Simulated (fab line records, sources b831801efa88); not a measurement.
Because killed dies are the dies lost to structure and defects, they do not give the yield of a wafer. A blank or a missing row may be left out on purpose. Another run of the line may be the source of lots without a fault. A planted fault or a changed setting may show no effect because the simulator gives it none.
One fault through the eyes of 2 desks	flow sky130	each desk holds nothing but its own numbers, with what lay behind them at the end

## FOR THE TOOL OWNER'S DESK: lithoTrack-03
The tool's own readings at SKY_NWELL_DEVELOP_22 (develop time 60 s): means of the sampled wafers that have a number, for each lot that ran on this tool. If a lot's mean is further than 4 standard deviations from the usual mean, the lot is out of limits and carries the mark OUT (the distance appears in the brackets).
Columns: A = chillPlateTempC at SKY_NWELL_DEVELOP_22, usual 22.98 C; B = developerTempC at SKY_NWELL_DEVELOP_22, usual 23.01 C
lot	first seen here	A	B
L267	day 5 19:00	23.10	23.02
L270	day 6 22:00	23.02	22.91
L272	day 7 05:00	22.91	23.00
L275	day 7 19:00	22.92	22.98
L282	day 9 14:00	22.92	25.27 (+19) OUT
L283	day 9 18:00	23.06	25.38 (+20) OUT
L284	day 10 03:00	22.83	25.39 (+20) OUT
This desk's finding: out of limits on L282, L283, L284; first on L282, day 9 14:00 (developerTempC at SKY_NWELL_DEVELOP_22). L267, L270, L272, L275: within limits.

## FROM THE METROLOGY DESK
Means of the sampled wafers that have a number, per lot and without regard to the tool the lot ran on: this is what the gauges read. If a lot's mean is further than 4 standard deviations from the usual mean, the lot is out of limits and carries the mark OUT (the distance appears in the brackets).
Columns: A = VT_ADJUST_HVTR_OVL at SKY_VT_ADJUST_HVTR_OVL_MEAS_08, usual 0.3 nm; B = cdNm at SKY_SD_P_CD_MEAS_07, usual 379.6 nm; C = SD_P_RS at SKY_SD_N_RS_MEAS_17, usual 146.9 ohm/sq
lot	first seen here	A	B	C
L266	day 9 20:14	-0.4	380.9	147.1
L267	day 9 23:53	1.1	378.7	147.1
L268	day 10 08:25	-1.7	382.0	146.8
L269	day 10 12:41	0.5	373.4	146.6
L271	day 11 07:20	1.4	378.4	146.9
L270	day 11 08:29	-0.4	381.6	146.5
L272	day 11 16:17	-0.2	380.2	147.0
L273	day 11 22:22	-1.7	380.3	146.5
L275	day 12 10:59	2.5	376.6	147.7
L282	day 14 15:14	1.5	377.9	146.9
L283	day 14 22:55	0.8	375.3	146.8
L284	day 15 08:58	1.1	380.7	146.8
L287	day 16 03:29	-0.9	377.9	147.0
L288	day 16 11:07	-0.5	379.3	147.5
Result from this desk: across the 14 lots, nothing is out of limits.

## PUT TOGETHER
The tool owner's desk could have raised an alarm at day 9 14:00, on L282, L283, L284.
At the metrology desk, nothing out of limits was observed.
The metrology desk has L282, L283, L284 on record, within its limits.
All the named lots went through SKY_NWELL_DEVELOP_22 on lithoTrack-03.

## WHAT THE SIMULATOR PUT IN
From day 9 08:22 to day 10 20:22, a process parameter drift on lithoTrack-03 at SKY_NWELL_DEVELOP_22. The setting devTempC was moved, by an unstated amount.
Lots struck among those shown: L282, L283, L284.
Delay in hours, fault start to first out-of-limits reading, by desk: the tool owner's desk at 6.
